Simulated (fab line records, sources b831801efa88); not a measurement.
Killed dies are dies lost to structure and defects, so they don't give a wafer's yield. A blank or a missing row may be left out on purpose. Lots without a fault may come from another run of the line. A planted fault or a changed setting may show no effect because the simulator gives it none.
fab line records | flow sky130
record lots=6 wafers=18 last_day=50
route steps=708 shown CAPM@554 METAL3@555 PAD_OPEN@708
lots that met no fault: from a run of the same line without faults
start_h: hours from the record's first day to the start of the lot's first wafer shown | wait_h: hours since the lot's step before | " the same as in the row above | L1.1+2: a row that stands for several wafers | - no value, or no start given | * or withheld: withheld | < > ~ a bound
route shown NAME@n: a module of which the file shows steps, and the number in the route of the first | usual: mean/standard deviation of fault-free wafers | same: alike in all rows | chamber/n: place in a boat | sites: the reading at each site | _std_site: their standard deviation | _edge_site: outer sites' mean less inner sites' | radius_mm: how far each site lies from the wafer's centre | mask NAME#n: copy n | behind: the tool/chamber that last shaped the wafer | hold: why the lot was held/for how many hours/how that ended | device: the transistor (n, p or np) that didn't switch | end of line: the same wafers' tests at the end of the route | a step without rows: its recipe alone | killed: dies lost to structure and defects at the first sort, not the wafer's yield | map: a wafer's dies, x killed, . not, _ none there
set.NAME: the setting as run; set.NAME@STEP: as run at that earlier step | model.NAME: the simulator's own value behind a step, which no gauge read
lots at some steps of the route; a table a step, a row a wafer
services: from which hour (start_h, from the record's first day; less than 0 if before it) a tool's chamber was out of use, for how many hours, and why
## steps
# step SKY_CAPM_CLEAN_17
# recipe chemistry=O3/DIW dry=n2_spin
# step SKY_METAL3_DEHYDRATE_05
# recipe temp_c=200 time_s=60
# step SKY_METAL3_HMDS_06
# recipe prime_time_s=60 prime_temp_c=120
# step SKY_METAL3_COAT_07
# recipe resist=BARC temp_c=withheld time_s=withheld spin_rpm=3000 resist_thk_nm=60
# step SKY_METAL3_COAT_08
# recipe resist=KrF-thick spin_rpm=3000 resist_thk_nm=1140
# step SKY_METAL3_SOFTBAKE_09
# recipe temp_c=100 time_s=90 resist=KrF-thick
# step SKY_METAL3_EXPOSE_10
# recipe mask_id=MM3 na=0.68 source_shape=annular sigma_inner=0.4 sigma_outer=0.8 target_cd_nm=300 dose_mj=28
# step SKY_METAL3_PEB_11
# recipe peb_temp_c=withheld peb_time_s=withheld resist=KrF-thick
# step SKY_METAL3_DEVELOP_12
# recipe develop_time_s=60 resist=KrF-thick dev_temp_c=21
# step SKY_METAL3_CD_MEAS_13
# recipe target_cd_nm=300
# usual cd_nm=299.3/1.4
# columns lot.wafer tool chamber start_h wait_h cd_nm
L355.1 cd_sem-02 - 951.57 - 298.4
L355.5 " - " " 298.2
L355.6 " - " " 298.2
L356.1 cd_sem-01 - 962.42 - 298.4
L356.4 " - " " 299.8
L356.5 " - " " 299.5
L362.3 cd_sem-01 - 1013.18 - 299.3
L362.4 " - " " 299.7
L362.5 " - " " 300.1
L364.3 cd_sem-01 - 1019.57 - 301.4
L364.4 " - " " 299.4
L364.6 " - " " 300.5
L367.2 cd_sem-02 - 1042.14 - 297.7
L367.3 " - " " 297.7
L367.4 " - " " 298.0
L371.1 cd_sem-02 - 1057.87 - 298.5
L371.3 " - " " 298.4
L371.4 " - " " 298.7
# step SKY_METAL3_OVL_MEAS_14
# usual METAL3_OVL=0/5.5
# columns lot.wafer tool chamber start_h wait_h METAL3_OVL[nm]
L355.1 overlay-02 - 951.69 0.1 1
L355.5 " - " " 2
L355.6 " - " " -1
L356.1 overlay-01 - 962.54 0.1 1
L356.4 " - " " 4
L356.5 " - " " -1
L362.3 overlay-02 - 1013.27 0.1 -9
L362.4 " - " " -7
L362.5 " - " " -12
L364.3 overlay-01 - 1019.66 0.1 2
L364.4 " - " " -1
L364.6 " - " " 0
L367.2 overlay-02 - 1042.25 0.1 10
L367.3 " - " " -1
L367.4 " - " " 2
L371.1 overlay-01 - 1057.99 0.1 -6
L371.3 " - " " 1
L371.4 " - " " -7
# step SKY_METAL3_DESCUM_15
# recipe chemistry=O2 source_power_w=150 bias_power_w=0 pressure_mtorr=10 temp_c=40 time_s=8
# usual drypump_motor_current_A=5.9/0.37 he_backside_leak_sccm=3.5/0.35 oes_product_au=0.996/0.0071
# columns lot.wafer tool chamber start_h wait_h drypump_motor_current_A he_backside_leak_sccm oes_product_au rf_hours_counter_h
L355.1 rie_metal-01 0 951.73 0.0 6.2 3.2 1.006 13
L355.5 " 1 " " 6.0 3.1 1.008 -
L355.6 " 0 " " 6.2 3.2 0.993 -
L356.1 rie_metal-01 0 962.58 0.0 6.2 3.2 0.996 14
L356.4 " 1 " " 6.0 3.3 0.990 -
L356.5 " 0 " " 6.2 3.3 1.002 -
L362.3 rie_metal-04 1 1013.31 0.0 5.8 3.3 0.997 -
L362.4 " 0 " " 5.3 3.5 1.014 -
L362.5 " 0 " " 5.3 3.8 0.996 -
L364.3 rie_metal-02 0 1019.70 0.0 5.8 3.5 0.998 -
L364.4 " 1 " " 6.6 3.5 0.988 -
L364.6 " 0 " " 5.8 3.5 0.995 -
L367.2 rie_metal-04 0 1042.28 0.0 5.3 3.5 0.992 15
L367.3 " 1 " " 5.8 3.7 0.987 -
L367.4 " 0 " " 5.4 3.6 1.003 -
L371.1 rie_metal-01 0 1058.03 0.0 6.2 3.3 1.015 20
L371.3 " 0 " " 6.2 3.4 1.006 -
L371.4 " 1 " " 6.0 3.3 1.011 -
# step SKY_METAL3_ETCH_16
# recipe chemistry=N2/H2 target=BARC ion_energy_ev=200 bias_w=100 pressure_mtorr=30 n2_flow_sccm=100 h2_flow_sccm=200 icp_w=500 stop_on=SiO2 time_s=88.2 target_depth_a=600
# usual bias_w=99.99/0.3 drypump_motor_current_A=5.9/0.37 he_backside_leak_sccm=3.48/0.2 oes_product_au=0.626/0.0046 throttle_valve_pct=13.205/0.0095
# columns lot.wafer tool chamber start_h wait_h bias_w drypump_motor_current_A he_backside_leak_sccm oes_product_au rf_hours_counter_h throttle_valve_pct model.SiO2_of_CAPM_CVD_00.thk_nm
L355.1 rie_metal-01 0 951.76 0.0 104.65 6.2 3.69 0.630 13 13.223 15.49
L355.5 " 1 " " 99.91 6.0 3.09 0.628 - 13.196 15.66
L355.6 " 0 " " 104.89 6.2 3.56 0.617 - 13.197 15.42
L356.1 rie_metal-01 0 962.61 0.0 105.16 6.2 3.53 0.634 14 13.194 15.1
L356.4 " 1 " " 100.10 6.0 3.11 0.623 - 13.223 15.5
L356.5 " 0 " " 104.71 6.2 3.41 0.622 - 13.204 15.5
L362.3 rie_metal-04 1 1013.36 0.0 100.13 5.9 3.48 0.621 - 13.219 15.31
L362.4 " 0 " " 100.19 5.4 3.74 0.625 - 13.190 15.8
L362.5 " 0 " " 99.66 5.4 3.80 0.631 - 13.206 15.45
L364.3 rie_metal-02 0 1019.75 0.0 99.88 5.8 3.51 0.621 - 13.216 15.3
L364.4 " 1 " " 99.95 6.6 3.19 0.623 - 13.211 15.51
L364.6 " 0 " " 99.83 5.8 3.45 0.621 - 13.176 15.62
L367.2 rie_metal-04 0 1042.31 0.0 100.13 5.4 3.67 0.610 15 13.192 15.18
L367.3 " 1 " " 99.88 5.9 3.45 0.619 - 13.202 15
L367.4 " 0 " " 99.68 5.4 3.80 0.628 - 13.194 15.57
L371.1 rie_metal-01 0 1058.06 0.0 99.40 6.2 3.36 0.624 20 13.196 15.25
L371.3 " 0 " " 99.07 6.2 3.30 0.633 - 13.206 15.33
L371.4 " 1 " " 99.65 6.0 3.19 0.615 - 13.207 15.35
# step SKY_METAL3_ETCH_17
# recipe target=SiO2 stop_on=TiN chemistry=C4F8/O2/Ar source_w=1500 bias_w=1200 pressure_mtorr=40 c4f8_flow_sccm=withheld O2_flow_sccm=6 Ar_flow_sccm=300 time_s=3.9 target_depth_a=150
# usual bias_w=1200/3.3 oes_product_au=0.753/0.0073
# columns lot.wafer tool chamber start_h wait_h bias_w oes_product_au rf_hours_counter_h
L355.1 rie_diel-01 2 951.86 0.1 1202 0.764 7
L355.5 " 2 " " 1204 0.757 -
L355.6 " 3 " " 1195 0.756 -
L356.1 rie_diel-03 3 962.71 0.1 1211 0.743 27
L356.4 " 2 " " 1203 0.769 15
L356.5 " 2 " " 1202 0.754 -
L362.3 rie_diel-01 0 1013.43 0.0 1193 0.751 4
L362.4 " 3 " " 1200 0.764 10
L362.5 " 3 " " 1195 0.748 -
L364.3 rie_diel-01 0 1019.82 0.0 1201 0.753 4
L364.4 " 2 " " 1200 0.757 9
L364.6 " 0 " " 1201 0.754 -
L367.2 rie_diel-01 3 1042.41 0.1 1198 0.746 11
L367.3 " 1 " " 1201 0.739 4
L367.4 " 0 " " 1198 0.752 5
L371.1 rie_diel-03 2 1058.16 0.1 1197 0.745 18
L371.3 " 3 " " 1198 0.751 31
L371.4 " 0 " " 1202 0.747 21
# step SKY_PAD_OPEN_PROBE_99
# usual defect_limited_yield=82.8/1.8 killed_at_M0_to_M3=42/6.4 killed_at_M4_up=3.0/2 killed_at_contacts=24/5.2 killed_at_front_end=14/4.2 killed_at_other=0.4/0.72 killed_dies=84/9 killed_open=46/6.6 killed_short=38/6 sort_bin_3_pad_short=0.9/0.4 sort_bin_5_function=10.1/1.4 sort_bin_6_memory=6.2/1.1 sort_n_pass=408/9 sort_yield_pct=82.8/1.8
# same gross_dies=492 killed_at_back_side=0 sort_bin_4_leakage[%]=0 sort_bin_8_speed[%]=0
# columns lot.wafer tool chamber start_h wait_h defect_limited_yield[%] killed_at_M0_to_M3 killed_at_M4_up killed_at_contacts killed_at_front_end killed_at_other killed_dies killed_open killed_short sort_bin_3_pad_short[%] sort_bin_5_function[%] sort_bin_6_memory[%] sort_n_pass sort_yield_pct[%]
L367.2 prober-01 - 1187.76 0.1 83.1 33 2 30 18 0 83 41 42 1.0 9.3 6.5 409 83.1
L367.3 prober-01 - 1187.81 0.2 81.1 50 1 29 13 0 93 55 38 0.6 11.6 6.7 399 81.1
L367.4 prober-01 - 1187.86 0.2 82.9 34 2 29 19 0 84 38 46 2.4 8.1 6.5 408 82.9
# killed by level:class
L367.2 CONTACT:geometric_particle:open=13 FIELD_ISO:geometric_particle:short=7 LOCAL_INTERCONNECT:geometric_particle:short=7 FIELD_ISO:geometric_particle:open=6 VIA1:geometric_particle:open=6 VIA3:geometric_particle:open=6 CONTACT:geometric_particle:short=5 POLY_GATE:geometric_particle:short=4
L367.3 VIA1:geometric_particle:open=14 CONTACT:geometric_particle:open=12 VIA3:geometric_particle:open=8 METAL1:geometric_particle:short=6 VIA2:geometric_particle:open=6 CONTACT:geometric_particle:short=5 FIELD_ISO:geometric_particle:short=4 FIELD_ISO:geometric_particle:open=4
L367.4 CONTACT:geometric_particle:open=9 LOCAL_INTERCONNECT:geometric_particle:short=7 VIA1:geometric_particle:open=6 LI_CONTACT:geometric_particle:open=6 CONTACT:geometric_particle:short=5 METAL1:geometric_particle:short=5 METAL2:geometric_particle:short=5 POLY_GATE:geometric_particle:short=4
## services
# columns tool chamber start_h hours kind
rie_metal-01 - 944.44 1.2 repair
rie_diel-03 2 982.33 4.8 repair
rie_metal-01 - 993.12 0.4 repair
rie_metal-04 0 1010.45 2.2 repair
## key
first_sign step=SKY_METAL3_ETCH_16 reading=bias_w direction=up sigmas=16 usual=99.99 struck=104.85
effect none on later readings
model_effect step=SKY_METAL3_ETCH_16 value=SiO2_of_CAPM_CVD_00.thk_nm without=15.47 struck=15.38
met_at SKY_METAL3_ETCH_16
struck_wafers L355.1,L355.6,L356.1,L356.5
fault kind=process_parameter_drift tool=rie_metal-01 chamber=0 onset_h=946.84 steps=SKY_METAL3_ETCH_16 channel=bias_w offset=4.6347 shape=step end_h=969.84 acts_in=these_recipes_only stated=100
